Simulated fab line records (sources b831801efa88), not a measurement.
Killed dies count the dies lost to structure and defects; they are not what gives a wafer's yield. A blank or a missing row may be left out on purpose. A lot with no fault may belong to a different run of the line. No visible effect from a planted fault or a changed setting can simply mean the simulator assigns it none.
2 desks looking at one fault -- flow sky130 -- every desk sees just its own numbers, and what lay behind them comes last

## FROM THE METROLOGY DESK
What the gauges read, lot by lot, whatever tool the lot ran on: means of the sampled wafers that have a number. A lot is out of limits, marked OUT, if its mean lies more than 4 standard deviations from the usual mean; the brackets give that distance.
Columns: A = LI_CONTACT_BOW at SKY_LI_CONTACT_BOW_MEAS_03, usual 55 um
lot,first seen here,A
L614,day 28 02:47,56
L615,day 28 04:48,50
L617,day 28 22:16,56
L622,day 31 03:46,54
L621,day 31 04:30,49
L623,day 31 07:09,56
L626,day 32 00:25,53
L628,day 32 16:46,54
L631,day 33 09:45,38
L632,day 34 02:21,52
L635,day 34 17:44,60
L636,day 35 01:13,49
L637,day 35 07:42,58
Finding of this desk: none of the 13 lots has anything out of limits.

## FOR THE TOOL OWNER'S DESK: plasmaAsher-03
The tool's own readings at SKY_SD_N_STRIP_11 (strips in O2/N2): means of the sampled wafers that have a number, for each lot that ran on this tool. A lot is out of limits, marked OUT, if its mean lies more than 4 standard deviations from the usual mean; the brackets give that distance.
Columns: A = drypumpMotorCurrentA at SKY_SD_N_STRIP_11, usual 6.1 A; B = n2FlowSccm at SKY_SD_N_STRIP_11, usual 299.9 sccm; C = o2FlowSccm at SKY_SD_N_STRIP_11, usual 3001 sccm; D = oesProductAu at SKY_SD_N_STRIP_11, usual 0.528 a.u.; E = stripTimeToEndpointS at SKY_SD_N_STRIP_11, usual 22.54 s
lot,first seen here,A,B,C,D,E
L614,day 28 01:34,6.5,300.5,2997,0.524,22.53
L628,day 32 15:31,6.4,300.4,3003,0.525,22.61
L631,day 33 08:28,6.4,301.1,3009,0.528,22.51
L632,day 34 01:07,6.4,299.5,2402 (-66) OUT,0.523,22.88 (+7.8) OUT
L635,day 34 16:31,6.4,299.9,2391 (-67) OUT,0.525,22.85 (+7.0) OUT
L636,day 34 23:59,6.4,299.9,2402 (-66) OUT,0.521,22.80 (+6.0) OUT
This desk's verdict: out of limits on L632, L635, L636, starting with L632 at day 34 01:07 (o2FlowSccm at SKY_SD_N_STRIP_11). L614, L628, L631 stayed within limits.

## PUT TOGETHER
An alarm could have come from the tool owner's desk at day 34 01:07, on L632, L635, L636.
From the metrology desk's view, nothing was out of limits.
The metrology desk holds a record of L632, L635, L636, inside its limits.
SKY_SD_N_STRIP_11 was run on plasmaAsher-03 by each of the lots named.

## WHAT THE SIMULATOR HAD INSERTED
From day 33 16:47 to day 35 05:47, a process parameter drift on plasmaAsher-03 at SKY_SD_N_STRIP_11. The setting o2FlowSccm was moved by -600, starting from 3000. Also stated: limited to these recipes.
Shown lots that were struck: L632, L635, L636.
Time in hours from fault onset to the first out-of-limits reading at each desk: the tool owner's desk, 8.
